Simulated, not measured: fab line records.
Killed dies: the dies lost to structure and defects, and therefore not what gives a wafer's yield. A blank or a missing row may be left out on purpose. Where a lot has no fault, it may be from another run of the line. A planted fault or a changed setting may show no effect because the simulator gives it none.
fab line records	flow sfq-line
record: lots: 13	wafers: 39	last-day: 82
route steps=325 shown L0@3 M1@71 I3@134 M4@150
lots that met no fault: taken from a fault-free run of the same line
start-h: hours from the record's opening day to when the first of the lot's shown wafers began	wait-h: hours from the lot's prior step to this one	" identical to the entry in the row above	L1.1+2: one row covering several wafers at once	- either no value or no given start	* or withheld: withheld	< > ~ a bound
route shown NAME@n: NAME is a module with steps in the file, n the number in the route of the first one	usual: mean and standard deviation over wafers with no fault	same: alike in all rows	chamber/n: place in a boat	sites: the reading at each site	_std_site: their standard deviation	_edge_site: the outer-site mean with the inner-site mean subtracted	radius-mm: for every site, how far away it sits from the centre of the wafer	mask NAME#n: copy n	behind: the most recent tool/chamber to have shaped the wafer	hold: reason for holding the lot/hours on hold/outcome of the hold	device: the n, p or np transistor that did not switch	end of line: tests run on the same wafers once the route is complete	a step given without rows: its recipe and nothing more	killed: the dies lost at the first sort to structure and to defects; this is not the yield of the wafer	map: a wafer's dies, marking killed ones x, the rest . and places with no die _
set.NAME: the setting as run; set.NAME@STEP: as run at that earlier step	model.NAME: the simulator's own value behind a step, which no gauge read
a sample of lots followed through the steps of the route, with each step as a table and each wafer as a row
services: a tool's chamber out of use, with start hour (start-h, from the record's first day; less than 0 if before it), hours out, and reason
== steps ==
step: SFQ_TRILAYER_L0_DEP_SPUTTER_003
recipe: material: MoNx_KI	base-pressure-pa: 1.33e-06	target-thk-nm: 40	power-w: 800	time-s: 100	chamber-pressure-pa: 0.4126
usual: cathode-dc-power-W: 799.99/0.14	throttle-valve-pct: 29.7/0.86
lot.wafer	tool	chamber	start-h	wait-h	cathode-dc-power-W	throttle-valve-pct
L900.2	pvd-sputter-06	-	12.49	0.0	800.09	30.4
L900.4	"	-	"	"	799.82	28.1
L900.5	"	-	"	"	799.74	28.1
L901.3	pvd-sputter-03	-	17.49	0.0	799.97	30.5
L901.4	"	-	"	"	799.83	28.7
L901.6	"	-	"	"	799.99	29.8
L902.3	pvd-sputter-03	-	22.49	0.0	800.06	30.4
L902.4	"	-	"	"	799.90	29.9
L902.5	"	-	"	"	799.93	30.6
L903.1	pvd-sputter-05	-	27.49	0.0	799.81	30.3
L903.3	"	-	"	"	800.10	30.5
L903.4	"	-	"	"	800.11	29.6
L904.2	pvd-sputter-03	-	32.49	0.0	800.19	28.8
L904.5	"	-	"	"	800.02	29.7
L904.6	"	-	"	"	799.94	30.7
L905.1	pvd-sputter-05	-	37.49	0.0	799.85	30.5
L905.2	"	-	"	"	799.91	28.3
L905.5	"	-	"	"	800.04	30.2
L906.2	pvd-sputter-05	-	42.49	0.0	800.05	30.4
L906.3	"	-	"	"	799.98	30.3
L906.4	"	-	"	"	800.12	29.4
L911.2	pvd-sputter-03	-	67.49	0.0	799.84	28.9
L911.3	"	-	"	"	800.09	30.3
L911.5	"	-	"	"	799.85	28.7
L913.1	pvd-sputter-06	-	77.49	0.0	799.96	28.1
L913.3	"	-	"	"	799.99	30.7
L913.4	"	-	"	"	799.86	29.1
L915.2	pvd-sputter-03	-	87.49	0.0	800.06	30.4
L915.4	"	-	"	"	799.72	29.9
L915.6	"	-	"	"	799.92	30.5
L916.3	pvd-sputter-06	-	92.59	0.0	799.97	30.7
L916.4	"	-	"	"	800.05	30.5
L916.6	"	-	"	"	799.73	30.4
L917.3	pvd-sputter-05	-	97.49	0.0	800.17	30.1
L917.5	"	-	"	"	799.89	28.2
L917.6	"	-	"	"	799.95	30.3
L918.1	pvd-sputter-03	-	102.49	0.0	799.99	29.0
L918.3	"	-	"	"	800.06	30.5
L918.4	"	-	"	"	800.02	29.9
step: SFQ_L0_RS_MEAS_901
recipe: thk-meas-gauge: four-point-probe	reads: MoNx_KI_of_TRILAYER_L0_DEP_SPUTTER_003
usual: L0_MONX_KI_RS: 43.5/0.4
lot.wafer	tool	chamber	start-h	wait-h	hold	L0_MONX_KI_RS[ohm/sq]
L900.2	film-metro-01	-	12.58	0.1	-	43.1
L900.4	"	-	"	"	-	43.6
L900.5	"	-	"	"	-	43.4
L901.3	film-metro-01	-	17.60	0.1	-	43.6
L901.4	"	-	"	"	-	43.2
L901.6	"	-	"	"	-	43.2
L902.3	film-metro-03	-	22.60	0.1	-	44.6
L902.4	"	-	"	"	-	44.2
L902.5	"	-	"	"	-	44.5
L903.1	film-metro-03	-	27.56	0.0	-	43.4
L903.3	"	-	"	"	-	43.4
L903.4	"	-	"	"	-	43.6
L904.2	film-metro-03	-	32.90	0.4	-	43.6
L904.5	"	-	"	"	-	43.2
L904.6	"	-	"	"	-	43.7
L905.1	film-metro-03	-	37.56	0.0	-	43.5
L905.2	"	-	"	"	-	43.1
L905.5	"	-	"	"	-	43.5
L906.2	film-metro-01	-	42.58	0.1	-	44.2
L906.3	"	-	"	"	-	43.9
L906.4	"	-	"	"	-	43.6
L911.2	film-metro-02	-	67.58	0.1	-	44.2
L911.3	"	-	"	"	-	44.2
L911.5	"	-	"	"	-	44.0
L913.1	film-metro-02	-	77.56	0.0	await-dispo/0.2h/release	31.4
L913.3	"	-	"	"	await-dispo/0.2h/release	31.4
L913.4	"	-	"	"	await-dispo/0.2h/release	31.3
L913.1	film-metro-02	-	77.85	0.3	-	31.4
L913.3	"	-	"	"	-	31.4
L913.4	"	-	"	"	-	31.3
L915.2	film-metro-01	-	87.81	0.3	-	43.6
L915.4	"	-	"	"	-	43.8
L915.6	"	-	"	"	-	44.1
L916.3	film-metro-03	-	92.71	0.1	await-dispo/0.2h/release	31.1
L916.4	"	-	"	"	await-dispo/0.2h/release	31.2
L916.6	"	-	"	"	await-dispo/0.2h/release	31.1
L916.3	film-metro-03	-	92.99	0.3	-	31.1
L916.4	"	-	"	"	-	31.3
L916.6	"	-	"	"	-	31.3
L917.3	film-metro-02	-	97.60	0.1	-	43.7
L917.5	"	-	"	"	-	43.3
L917.6	"	-	"	"	-	44.0
L918.1	film-metro-03	-	102.56	0.0	-	43.2
L918.3	"	-	"	"	-	43.1
L918.4	"	-	"	"	-	43.0
step: SFQ_L0_THK_MEAS_902
recipe: thk-meas-gauge: xrf	reads: MoNx_KI_of_TRILAYER_L0_DEP_SPUTTER_003
usual: L0_MONX_KI_THK: 39.7/0.38
lot.wafer	tool	chamber	start-h	wait-h	hold	L0_MONX_KI_THK[nm]
L900.2	film-metro-01	-	12.69	0.1	-	40.1
L900.4	"	-	"	"	-	40.0
L900.5	"	-	"	"	-	40.0
L901.3	film-metro-01	-	17.70	0.1	-	39.9
L901.4	"	-	"	"	-	39.9
L901.6	"	-	"	"	-	40.2
L902.3	film-metro-03	-	22.70	0.1	-	38.8
L902.4	"	-	"	"	-	39.3
L902.5	"	-	"	"	-	39.0
L903.1	film-metro-03	-	27.68	0.1	-	39.8
L903.3	"	-	"	"	-	39.9
L903.4	"	-	"	"	-	39.6
L904.2	film-metro-03	-	33.01	0.1	-	39.7
L904.5	"	-	"	"	-	40.1
L904.6	"	-	"	"	-	39.3
L905.1	film-metro-03	-	37.68	0.1	-	39.8
L905.2	"	-	"	"	-	40.0
L905.5	"	-	"	"	-	39.8
L906.2	film-metro-01	-	42.69	0.1	-	39.1
L906.3	"	-	"	"	-	38.9
L906.4	"	-	"	"	-	39.4
L911.2	film-metro-02	-	67.69	0.1	-	39.4
L911.3	"	-	"	"	-	39.0
L911.5	"	-	"	"	-	39.2
L913.1	film-metro-02	-	80.69	2.8	await-dispo/0.2h/release	55.3
L913.3	"	-	"	"	await-dispo/0.2h/release	55.0
L913.4	"	-	"	"	await-dispo/0.2h/release	54.8
L913.1	film-metro-02	-	80.92	0.2	-	54.9
L913.3	"	-	"	"	-	54.9
L913.4	"	-	"	"	-	55.0
L915.2	film-metro-01	-	87.92	0.1	-	39.7
L915.4	"	-	"	"	-	39.4
L915.6	"	-	"	"	-	39.8
L917.3	film-metro-02	-	97.70	0.1	-	39.5
L917.5	"	-	"	"	-	39.9
L917.6	"	-	"	"	-	39.0
L916.3	film-metro-01	-	98.70	5.7	await-dispo/0.2h/release	55.3
L916.4	"	-	"	"	await-dispo/0.2h/release	55.3
L916.6	"	-	"	"	await-dispo/0.2h/release	55.1
L916.3	film-metro-01	-	100.11	1.4	-	55.2
L916.4	"	-	"	"	-	55.2
L916.6	"	-	"	"	-	55.1
L918.1	film-metro-03	-	102.68	0.1	-	40.2
L918.3	"	-	"	"	-	39.8
L918.4	"	-	"	"	-	40.2
step: SFQ_TRILAYER_L0_ETCH_METAL_ETCH_008
recipe: target: MoNx_KI	stop-on: SiO2	mask-material: PR	chemistry: SF6/O2	target-depth-nm: 50	icp-w: 600	bias-w: 80	pressure-mtorr: 10	time-s: 25
usual: drypump-motor-current-A: 5.3/0.36	oes-product-au: 0.874/0.0061
lot.wafer	tool	chamber	start-h	wait-h	drypump-motor-current-A	oes-product-au	rf-hours-counter-h
L900.2	rie-metal-01	1	37.28	0.0	5.6	0.877	21
L900.4	"	0	"	"	5.2	0.870	-
L900.5	"	1	"	"	5.6	0.875	-
L901.3	rie-metal-03	0	40.97	0.1	4.8	0.870	-
L901.4	"	0	"	"	4.8	0.874	-
L901.6	"	0	"	"	4.8	0.874	-
L902.3	rie-metal-04	0	46.89	0.0	5.0	0.868	-
L902.4	"	1	"	"	5.4	0.865	-
L902.5	"	1	"	"	5.5	0.868	-
L903.1	rie-metal-01	0	54.08	0.0	5.2	0.872	52
L903.3	"	1	"	"	5.6	0.874	-
L903.4	"	0	"	"	5.2	0.868	-
L904.2	rie-metal-01	1	58.88	0.0	5.6	0.869	25
L904.5	"	0	"	"	5.2	0.871	-
L904.6	"	1	"	"	5.6	0.865	-
L905.1	rie-metal-03	0	62.48	0.0	4.8	0.873	154
L905.2	"	1	"	"	5.7	0.883	2
L905.5	"	1	"	"	5.7	0.876	-
L906.2	rie-metal-03	1	70.45	0.0	5.7	0.872	4
L906.3	"	1	"	"	5.7	0.873	-
L906.4	"	0	"	"	4.8	0.877	-
L911.2	rie-metal-01	1	96.95	0.0	5.6	0.861	32
L911.3	"	0	"	"	5.2	0.875	-
L911.5	"	1	"	"	5.6	0.862	-
L913.1	rie-metal-01	0	105.35	0.0	5.2	0.997	61
L913.3	"	1	"	"	5.6	1.002	-
L913.4	"	0	"	"	5.2	0.996	-
L915.2	rie-metal-01	0	114.95	0.0	5.2	0.864	63
L915.4	"	0	"	"	5.2	0.876	-
L915.6	"	0	"	"	5.2	0.867	-
L916.3	rie-metal-03	1	119.77	0.0	5.7	1.012	-
L916.4	"	0	"	"	4.8	1.008	-
L916.6	"	1	"	"	5.8	1.015	-
L917.3	rie-metal-04	1	124.57	0.0	5.5	0.871	-
L917.5	"	0	"	"	5.0	0.871	-
L917.6	"	1	"	"	5.4	0.869	-
L918.1	rie-metal-01	1	128.15	0.0	5.6	0.878	38
L918.3	"	0	"	"	5.2	0.877	-
L918.4	"	1	"	"	5.6	0.870	-
step: SFQ_TRILAYER_M1_STRIP_STRIP_043
recipe: gas: O2	power-w: 200	platen-temp-c: 40	overash-fraction: 0.65	chemistry: O2	pressure-mtorr: 50
usual: drypump-motor-current-A: 5.3/0.34	oes-product-au: 1.005/0.0068
lot.wafer	tool	chamber	start-h	wait-h	drypump-motor-current-A	oes-product-au	rf-hours-counter-h
L900.2	rie-metal-04	0	388.41	0.1	5.0	1.003	148
L900.4	"	1	"	"	5.5	1.001	-
L900.5	"	1	"	"	5.5	1.001	-
L901.3	rie-metal-01	0	399.41	0.2	5.2	1.006	-
L901.4	"	1	"	"	5.7	1.006	-
L901.6	"	0	"	"	5.2	1.000	-
L902.3	rie-metal-01	0	409.01	0.2	5.2	1.007	-
L902.4	"	1	"	"	5.6	1.005	-
L902.5	"	1	"	"	5.6	1.012	-
L903.1	rie-metal-03	0	414.81	0.1	4.8	1.017	21
L903.3	"	0	"	"	4.8	1.016	-
L903.4	"	1	"	"	5.8	1.007	-
L904.2	rie-metal-03	1	426.81	0.1	5.7	1.015	64
L904.5	"	1	"	"	5.7	1.013	-
L904.6	"	0	"	"	4.8	1.015	-
L905.1	rie-metal-04	1	440.01	0.1	5.4	1.002	3
L905.2	"	0	"	"	5.0	0.994	163
L905.5	"	0	"	"	5.1	0.999	-
L906.2	rie-metal-03	0	459.21	0.1	4.8	1.007	31
L906.3	"	0	"	"	4.8	1.003	-
L906.4	"	1	"	"	5.8	1.015	-
L911.2	rie-metal-01	1	535.84	0.1	5.6	1.005	109
L911.3	"	0	"	"	5.2	1.000	-
L911.5	"	1	"	"	5.6	1.000	-
L913.1	rie-metal-01	0	546.64	0.1	5.2	0.999	134
L913.3	"	1	"	"	5.6	1.004	-
L913.4	"	0	"	"	5.2	1.004	-
L915.2	rie-metal-04	1	561.26	0.4	5.5	1.016	-
L915.4	"	1	"	"	5.4	0.993	-
L915.6	"	1	"	"	5.5	1.010	-
L916.3	rie-metal-01	1	568.27	0.2	5.6	1.013	-
L916.4	"	0	"	"	5.2	1.004	-
L916.6	"	1	"	"	5.6	1.006	-
L917.3	rie-metal-03	1	577.84	0.2	5.8	1.003	-
L917.5	"	0	"	"	4.8	0.993	-
L917.6	"	1	"	"	5.8	1.006	-
L918.1	rie-metal-01	0	589.64	0.1	5.2	0.992	141
L918.3	"	0	"	"	5.2	0.995	-
L918.4	"	1	"	"	5.6	0.996	-
step: SFQ_TRILAYER_I3_CMP_CMP_082
recipe: material: SiO2	down-force-psi: 3	platen-rpm: 60	pad-velocity-m-s: 0.94248
usual: head-pressure-psi: 3.000/0.0069	motor-current-A: 9.3/0.65	retaining-ring-pressure-frac: 1.000/0.0052	slurry-flow-ml-min: 150.1/0.48	time-to-endpoint-s: 217/6.5
lot.wafer	tool	chamber	start-h	wait-h	head-pressure-psi	motor-current-A	retaining-ring-pressure-frac	slurry-flow-ml-min	time-to-endpoint-s
L900.4	cmp-02	2	634.50	16.9	2.990	8.8	0.998	149.7	210
L900.2	"	3	"	"	3.010	8.5	0.996	150.1	200
L900.5	"	1	636.00	18.4	2.998	8.9	1.008	150.2	215
L901.4	cmp-01	2	644.90	15.7	2.993	9.8	1.000	150.4	222
L901.3	"	3	"	"	3.013	10.5	1.002	150.0	212
L901.6	"	1	646.40	17.2	3.002	9.8	1.010	150.3	220
L902.4	cmp-02	3	655.00	17.1	3.005	8.9	0.995	149.4	227
L902.3	"	1	656.00	18.2	2.994	9.8	1.003	151.1	216
L902.5	"	0	657.50	19.6	3.004	8.8	1.012	150.1	223
L903.1	cmp-02	3	787.07	0.0	2.998	8.8	0.994	149.8	218
L903.4	"	0	"	"	2.993	8.9	1.003	149.2	213
L903.3	"	2	788.57	1.5	2.996	8.8	1.009	150.0	208
L904.2	cmp-02	3	794.57	1.5	3.003	8.1	1.004	149.5	209
L904.6	"	0	"	"	2.994	9.0	1.000	150.3	223
L904.5	"	1	"	"	3.001	9.9	0.991	149.7	218
L905.2	cmp-02	3	807.97	2.5	2.994	8.9	0.997	150.6	222
L905.1	"	0	"	"	3.000	8.9	1.008	150.5	221
L905.5	"	3	809.97	4.5	2.994	8.5	0.998	150.8	229
L906.3	cmp-01	3	826.41	1.1	2.998	10.5	1.005	150.1	219
L906.4	"	0	"	"	3.004	8.9	0.995	151.0	216
L906.2	"	1	"	"	2.998	9.8	1.006	150.3	217
L911.2	cmp-01	0	893.59	5.8	3.003	8.6	0.994	149.7	216
L911.3	"	3	895.09	7.3	3.005	9.7	1.000	150.5	219
L911.5	"	1	896.09	8.2	2.997	9.7	0.999	150.5	218
L913.3	cmp-01	0	902.59	6.2	3.001	8.9	1.006	150.2	211
L913.4	"	1	"	"	2.997	9.8	0.996	150.2	219
L913.1	"	2	"	"	3.004	10.3	1.007	148.7	214
L915.4	cmp-02	2	916.02	3.0	3.003	8.7	1.010	149.0	224
L915.2	"	3	"	"	2.996	8.8	0.992	150.4	218
L915.6	"	1	917.52	4.5	3.015	9.7	0.998	149.4	218
L916.3	cmp-02	0	925.52	7.7	2.992	9.1	0.990	149.9	214
L916.4	"	1	"	"	3.004	9.7	0.995	150.3	218
L916.6	"	0	927.52	9.7	3.001	9.1	0.992	150.4	223
L917.3	cmp-01	0	939.20	14.2	2.997	9.2	1.010	149.3	209
L917.6	"	1	"	"	2.998	9.5	0.993	150.6	213
L917.5	"	2	"	"	3.002	9.9	1.002	150.6	213
L918.4	cmp-02	2	949.02	11.9	3.000	8.5	0.998	149.7	217
L918.1	"	0	950.02	12.9	3.006	9.0	0.998	150.1	215
L918.3	"	1	"	"	2.993	9.9	0.997	149.7	214
step: SFQ_M4_RS_MEAS_924
recipe: thk-meas-gauge: four-point-probe	reads: Nb_of_TRILAYER_M4_DEP_SPUTTER_091
usual: M4_NB_RS: 0.891/0.0079
lot.wafer	tool	chamber	start-h	wait-h	M4_NB_RS[ohm/sq]
L900.2	film-metro-01	-	642.70	0.1	0.900
L900.4	"	-	"	"	0.905
L900.5	"	-	"	"	0.890
L901.3	film-metro-04	-	654.44	0.1	0.896
L901.4	"	-	"	"	0.893
L901.6	"	-	"	"	0.895
L902.3	film-metro-02	-	665.04	0.1	0.883
L902.4	"	-	"	"	0.884
L902.5	"	-	"	"	0.890
L903.1	film-metro-02	-	796.01	0.0	0.889
L903.3	"	-	"	"	0.887
L903.4	"	-	"	"	0.879
L904.2	film-metro-02	-	805.98	0.1	0.909
L904.5	"	-	"	"	0.899
L904.6	"	-	"	"	0.909
L905.1	film-metro-01	-	818.22	0.0	0.897
L905.2	"	-	"	"	0.889
L905.5	"	-	"	"	0.888
L906.2	film-metro-02	-	833.92	0.1	0.882
L906.3	"	-	"	"	0.893
L906.4	"	-	"	"	0.890
L911.2	film-metro-04	-	905.98	0.1	0.893
L911.3	"	-	"	"	0.884
L911.5	"	-	"	"	0.888
L913.1	film-metro-04	-	913.16	0.0	0.879
L913.3	"	-	"	"	0.878
L913.4	"	-	"	"	0.875
L915.2	film-metro-02	-	926.41	0.1	0.899
L915.4	"	-	"	"	0.904
L915.6	"	-	"	"	0.904
L916.3	film-metro-04	-	939.18	0.1	0.884
L916.4	"	-	"	"	0.900
L916.6	"	-	"	"	0.895
L917.3	film-metro-02	-	945.89	0.1	0.891
L917.5	"	-	"	"	0.884
L917.6	"	-	"	"	0.881
L918.1	film-metro-02	-	957.37	0.0	0.895
L918.3	"	-	"	"	0.886
L918.4	"	-	"	"	0.893
== services ==
tool	chamber	start-h	hours	kind
cmp-02	-	-7.93	1.6	repair
cmp-02	-	2.68	5.2	pm
cmp-02	-	71.29	5.1	pm
cmp-02	-	112.20	1.8	repair
rie-metal-01	-	183.82	4.3	pm
rie-metal-03	1	185.83	1.6	repair
cmp-02	-	190.21	1.0	repair
cmp-02	-	236.64	4.0	pm
cmp-02	-	284.19	1.0	repair
rie-metal-01	-	351.33	2.8	pm
cmp-02	-	369.64	3.8	pm
rie-metal-01	-	427.14	14.6	pm
rie-metal-01	0	443.13	12.8	repair
cmp-02	-	477.38	1.0	repair
rie-metal-01	0	509.01	4.1	repair
cmp-02	-	513.33	14.7	pm
cmp-02	-	579.00	4.0	pm
cmp-02	-	722.75	5.7	pm
cmp-02	-	740.75	4.7	pm
rie-metal-03	-	749.91	2.8	pm
cmp-02	-	768.73	3.9	repair
rie-metal-03	1	855.43	5.3	repair
cmp-02	-	865.23	1.0	repair
cmp-02	-	921.02	4.0	pm
== key ==
first-sign: step: SFQ_L0_RS_MEAS_901	reading: visit	direction: added
effect: step: SFQ_L0_RS_MEAS_901	reading: L0_MONX_KI_RS	direction: down	sigmas: 30	usual: 43.5	struck: 31.3
effect: step: SFQ_L0_THK_MEAS_902	reading: visit	direction: added
effect: step: SFQ_L0_THK_MEAS_902	reading: L0_MONX_KI_THK	direction: up	sigmas: 40	usual: 39.7	struck: 55.1
effect: step: SFQ_TRILAYER_L0_ETCH_METAL_ETCH_008	reading: oes-product-au	direction: up	sigmas: 22	usual: 0.874	struck: 1.005
met-at SFQ_TRILAYER_L0_DEP_SPUTTER_003
struck-lots L913,L916
not-acting-at SFQ_TRILAYER_M1_STRIP_STRIP_043,SFQ_TRILAYER_I3_CMP_CMP_082,SFQ_M4_RS_MEAS_924
onset-between 12.49 77.49
fault: kind: process-parameter-drift	tool: pvd-sputter-06	chamber: -	onset-h: 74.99	steps: SFQ_TRILAYER_L0_DEP_SPUTTER_003	channel: target-thk-nm	offset: 15.596	shape: step	end-h: 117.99	acts-in: these-recipes-only	stated: 40
